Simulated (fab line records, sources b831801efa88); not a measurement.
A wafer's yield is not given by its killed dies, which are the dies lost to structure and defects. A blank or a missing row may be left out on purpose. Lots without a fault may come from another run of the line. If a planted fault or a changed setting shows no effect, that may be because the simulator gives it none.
fab line records | flow sky130
[record] lots = 5 wafers = 13 last-day = 50
route steps=708 shown SONOS_ONO@172 PAD_OPEN@708
lots that met no fault: from a run of the same line without faults
start-h: start of the lot's first displayed wafer, in hours after the record's first day | wait-h: hours from the lot's prior step to this one | " identical to the entry in the row above | L1.1+2: several wafers, shown together as one row | - either no value or no given start | * or withheld: withheld | < > ~ a bound
route shown NAME@n: names a module that has steps shown in the file, with the first one's number in the route | usual: mean/standard deviation taken from wafers without a fault | same: alike in all rows | chamber/n: place in a boat | sites: each site's reading | _std_site: standard deviation across them | _edge_site: mean of outer sites minus mean of inner sites | radius-mm: how far each site lies from the wafer's centre | mask NAME#n: copy n | behind: tool/chamber where the wafer was last shaped | hold: why the lot was held/for how many hours/how that ended | device: the transistor (n, p or np) that didn't switch | end of line: tests of these same wafers at the route's end | a step without rows: its recipe alone | killed: dies that structure and defects cost at the first sort, which is not the same as the wafer's yield | map: a wafer's dies, x killed, . not, _ none there
set.NAME: the setting as run; set.NAME@STEP: as run at that earlier step | model.NAME: the simulator's own value behind a step, which no gauge read
lots at selected steps of the route; one table per step, one row per wafer
services: a tool's chamber out of use, with start hour (start-h, from the record's first day; less than 0 if before it), hours out, and reason
[[steps]]
[step SKY_SONOS_ONO_CVD_04]
[recipe] material = SiO2 precursor = SiH4/N2O target-thk-nm = 5.7199 temp-c = 900 pressure-mtorr = 400
[step SKY_SONOS_ONO_THK_MEAS_05]
[recipe] reads = SiO2_of_SONOS_ONO_CVD_04
[usual] SONOS_ONO_CVD_04_THK = 5.71/0.14
// columns lot.wafer tool chamber start-h wait-h SONOS_ONO_CVD_04_THK[nm]
L693.2 film-metro-03 - 276.47 0.0 5.92
L693.4 " - " " 5.98
L693.5 " - " " 5.95
L702.6 film-metro-02 - 356.21 0.1 5.58
L709.1 film-metro-01 - 406.68 0.0 5.63
L709.3 " - " " 5.49
L709.4 " - " " 5.52
L710.1 film-metro-02 - 422.66 0.0 5.60
L710.2 " - " " 5.62
L710.6 " - " " 5.56
L713.2 film-metro-03 - 434.53 0.0 5.82
L713.5 " - " " 5.71
L713.6 " - " " 5.66
[step SKY_SONOS_ONO_DEHYDRATE_06]
[recipe] temp-c = 200 time-s = 60
[step SKY_SONOS_ONO_HMDS_07]
[recipe] prime-time-s = 60 prime-temp-c = 120
[step SKY_SONOS_ONO_COAT_08]
[recipe] resist = NOVOLAK spin-rpm = 3000 resist-thk-nm = 1140
[step SKY_SONOS_ONO_SOFTBAKE_09]
[recipe] temp-c = 90 time-s = 60 resist = NOVOLAK
[step SKY_SONOS_ONO_EXPOSE_10]
[recipe] mask-id = ONOM target-cd-nm = 410 na = 0.6 source-shape = conventional sigma-outer = 0.6 dose-mj = 150
[step SKY_SONOS_ONO_PEB_11]
[recipe] temp-c = withheld time-s = * resist = NOVOLAK
[step SKY_SONOS_ONO_DEVELOP_12]
[recipe] develop-time-s = 60 dev-temp-c = 23
[step SKY_SONOS_ONO_CD_MEAS_13]
[recipe] target-cd-nm = 410
[usual] cd-nm = 410.1/2.4
// columns lot.wafer tool chamber start-h wait-h cd-nm
L693.2 cd-sem-02 - 301.01 0.1 412.5
L693.4 " - " " 414.0
L693.5 " - " " 412.5
L702.6 cd-sem-02 - 384.64 0.1 408.7
L709.1 cd-sem-02 - 436.54 0.1 410.6
L709.3 " - " " 410.3
L709.4 " - " " 410.9
L710.1 cd-sem-02 - 453.07 0.1 407.8
L710.2 " - " " 407.6
L710.6 " - " " 405.0
L713.2 cd-sem-01 - 465.34 0.1 405.8
L713.5 " - " " 407.1
L713.6 " - " " 409.1
[step SKY_SONOS_ONO_OVL_MEAS_14]
[usual] SONOS_ONO_OVL = 0.4/1.4
// columns lot.wafer tool chamber start-h wait-h SONOS_ONO_OVL[nm]
L693.2 overlay-01 - 301.11 0.1 -1.6
L693.4 " - " " -1.4
L693.5 " - " " -1.4
L702.6 overlay-02 - 384.69 0.0 0.2
L709.1 overlay-01 - 436.66 0.1 -2.4
L709.3 " - " " -0.5
L709.4 " - " " -0.4
L710.1 overlay-01 - 453.19 0.1 -0.4
L710.2 " - " " 0.3
L710.6 " - " " 1.1
L713.2 overlay-01 - 465.44 0.1 -1.2
L713.5 " - " " 2.1
L713.6 " - " " -0.2
[step SKY_SONOS_ONO_ETCH_15]
[recipe] target-depth-nm = 19.52 chemistry = CHF3/O2 source-w = 600 bias-w = 200 pressure-mtorr = 40 chf3-flow-sccm = 50 O2_flow_sccm = 5 time-s = 7.8
[usual] drypump-motor-current-A = 5.6/0.52 oes-product-au = 1.003/0.01 throttle-valve-pct = 8.823/0.011
// columns lot.wafer tool chamber start-h wait-h drypump-motor-current-A oes-product-au rf-hours-counter-h throttle-valve-pct
L693.2 rie-diel-02 3 301.14 0.0 5.4 1.002 0 8.824
L693.4 " 2 " " 6.4 1.000 6 8.840
L693.5 " 1 " " 5.7 1.012 - 8.830
L702.6 rie-diel-04 3 384.70 0.0 5.8 1.002 - 8.828
L709.1 rie-diel-02 0 436.69 0.0 6.4 1.007 70 8.825
L709.3 " 3 " " 5.4 0.994 2 8.827
L709.4 " 1 " " 5.7 1.012 69 8.813
L710.1 rie-diel-02 0 453.22 0.0 6.3 1.013 71 8.815
L710.2 " 3 " " 5.4 1.006 3 8.837
L710.6 " 0 " " 6.4 1.009 - 8.837
L713.2 rie-diel-03 0 465.47 0.0 6.3 0.981 10 8.828
L713.5 " 0 " " 6.2 0.985 - 8.803
L713.6 " 1 " " 5.6 0.995 - 8.814
[step SKY_SONOS_ONO_WET_ETCH_16]
[recipe] chemistry = dHF target-depth-nm = 14 dry = n2-spin target = SiO2 dilution = 100:1 temp-c = 25 time-s = 280
[usual] temp-c = 25.01/0.11
// columns lot.wafer tool chamber start-h wait-h temp-c
L693.2 wet-bench-01 1 301.17 0.0 25.02
L693.4 " 1 " " 24.87
L693.5 " 1 " " 25.07
L702.6 wet-bench-03 1 384.71 0.0 24.51
L709.1 wet-bench-02 3 436.71 0.0 24.72
L709.3 " 3 " " 24.83
L709.4 " 3 " " 24.85
L710.1 wet-bench-02 2 453.24 0.0 24.86
L710.2 " 2 " " 25.18
L710.6 " 2 " " 25.10
L713.2 wet-bench-03 0 465.49 0.0 24.83
L713.5 " 0 " " 24.90
L713.6 " 0 " " 24.94
[step SKY_SONOS_ONO_STRIP_17]
[recipe] chemistry = O2/N2 power-w = 1400 pressure-mtorr = 1500 platen-temp-c = withheld o2-flow-sccm = 3000 n2-flow-sccm = 300 overash-fraction = 0.5
[usual] drypump-motor-current-A = 5.6/0.4 oes-product-au = 0.709/0.0046 strip-time-to-endpoint-s = 14.11/0.039
// columns lot.wafer tool chamber start-h wait-h drypump-motor-current-A oes-product-au rf-hours-counter-h strip-time-to-endpoint-s
L693.2 plasma-asher-02 1 301.26 0.0 5.4 0.719 62 14.08
L693.4 " 0 " " 5.7 0.708 - 14.08
L693.5 " 0 " " 5.7 0.709 - 14.05
L702.6 plasma-asher-01 1 384.87 0.1 5.7 0.704 - 14.16
L709.1 plasma-asher-02 0 436.80 0.0 5.7 0.712 0 14.05
L709.3 " 0 " " 5.7 0.714 - 14.02
L709.4 " 1 " " 5.4 0.716 - 13.97
L710.1 plasma-asher-01 0 453.33 0.0 5.4 0.710 32 14.13
L710.2 " 1 " " 5.7 0.706 32 14.17
L710.6 " 1 " " 5.7 0.714 - 14.14
L713.2 plasma-asher-04 1 465.58 0.0 5.0 0.711 80 14.09
L713.5 " 0 " " 6.3 0.712 - 14.13
L713.6 " 1 " " 5.0 0.703 - 14.08
[step SKY_PAD_OPEN_PROBE_99]
[usual] killed_at_M0_to_M3 = 44/6.4 killed_at_M4_up = 3.6/2.1 killed-at-contacts = 23/5.1 killed-at-front-end = 15/4.3 killed-at-other = 0.3/0.56 killed-dies = 86/9 killed-open = 47/6.4 killed-short = 39/5.8
[same] gross-dies = 492 killed-at-back-side = 0
// columns lot.wafer tool chamber start-h wait-h killed_at_M0_to_M3 killed_at_M4_up killed-at-contacts killed-at-front-end killed-at-other killed-dies killed-open killed-short
L702.6 prober-02 - 1141.08 0.2 34 11 26 15 0 86 44 42
L709.1 prober-01 - 1185.11 0.1 27 2 26 20 0 75 36 39
L709.3 prober-01 - 1185.21 0.2 48 2 25 20 0 95 53 41
L709.4 prober-01 - 1185.26 0.2 52 1 33 22 0 108 58 50
// killed by level:class
L702.6 LI_CONTACT:geometric-particle:open=11 VIA1:geometric-particle:open=9 METAL4:geometric-particle:short=9 POLY_GATE:geometric-particle:open=6 METAL2:geometric-particle:short=6 CONTACT:geometric-particle:short=5 VIA2:geometric-particle:open=5 VIA3:geometric-particle:open=4
L709.1 CONTACT:geometric-particle:open=7 LOCAL_INTERCONNECT:geometric-particle:short=6 CONTACT:geometric-particle:short=6 FIELD_ISO:geometric-particle:open=5 VIA1:geometric-particle:open=5 VIA3:geometric-particle:short=5 POLY_GATE:geometric-particle:short=4 LI_CONTACT:geometric-particle:open=4
L709.3 VIA3:geometric-particle:open=12 CONTACT:geometric-particle:open=10 METAL2:geometric-particle:short=9 FIELD_ISO:geometric-particle:short=7 VIA1:geometric-particle:open=7 LI_CONTACT:geometric-particle:open=5 FIELD_ISO:geometric-particle:open=4 POLY_GATE:geometric-particle:open=4
L709.4 CONTACT:geometric-particle:open=15 VIA2:geometric-particle:open=11 VIA1:geometric-particle:open=8 VIA3:geometric-particle:open=8 LOCAL_INTERCONNECT:geometric-particle:short=7 METAL2:geometric-particle:short=7 FIELD_ISO:geometric-particle:short=6 LI_CONTACT:geometric-particle:open=5
[[services]]
// columns tool chamber start-h hours kind
plasma-asher-02 - 280.06 2.8 pm
plasma-asher-01 - 311.28 14.6 pm
rie-diel-03 1 323.29 1.6 repair
plasma-asher-02 - 344.40 9.3 repair
plasma-asher-02 - 354.22 0.6 repair
rie-diel-04 0 384.64 1.9 repair
wet-bench-01 - 402.72 2.4 repair
plasma-asher-02 - 421.25 9.0 pm
plasma-asher-02 0 421.25 9.0 vent-cycle
plasma-asher-02 1 421.25 9.0 vent-cycle
rie-diel-03 - 422.62 2.8 pm
plasma-asher-02 0 430.25 - clean
plasma-asher-02 1 430.25 - clean
rie-diel-03 1 432.19 20.3 repair
plasma-asher-02 - 446.54 0.3 repair
rie-diel-04 3 458.66 - clean
rie-diel-04 3 458.66 12.6 scheduled-down
rie-diel-04 3 458.66 12.6 vent-cycle
rie-diel-03 3 462.51 7.5 repair
[[key]]
[first-sign] step = SKY_SONOS_ONO_WET_ETCH_16 reading = temp-c direction = down sigmas = 4.5 usual = * struck = *
effect none on later readings
met-at SKY_SONOS_ONO_WET_ETCH_16
struck-wafers L702.6
tester-left-out L702
[fault] kind = process-parameter-drift tool = wet-bench-03 chamber = - onset-h = 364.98 steps = SKY_SONOS_ONO_WET_ETCH_16 channel = temp-c offset = * shape = step end-h = 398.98 acts-in = * stated = *
// tester-left-out: of these lots the tester's yield and bins aren't shown, on N5 and GAA mostly nor the transistor test; their killed dies are dies lost to structure and defects alone, not to doping, threshold or leakage, so they don't give the yield
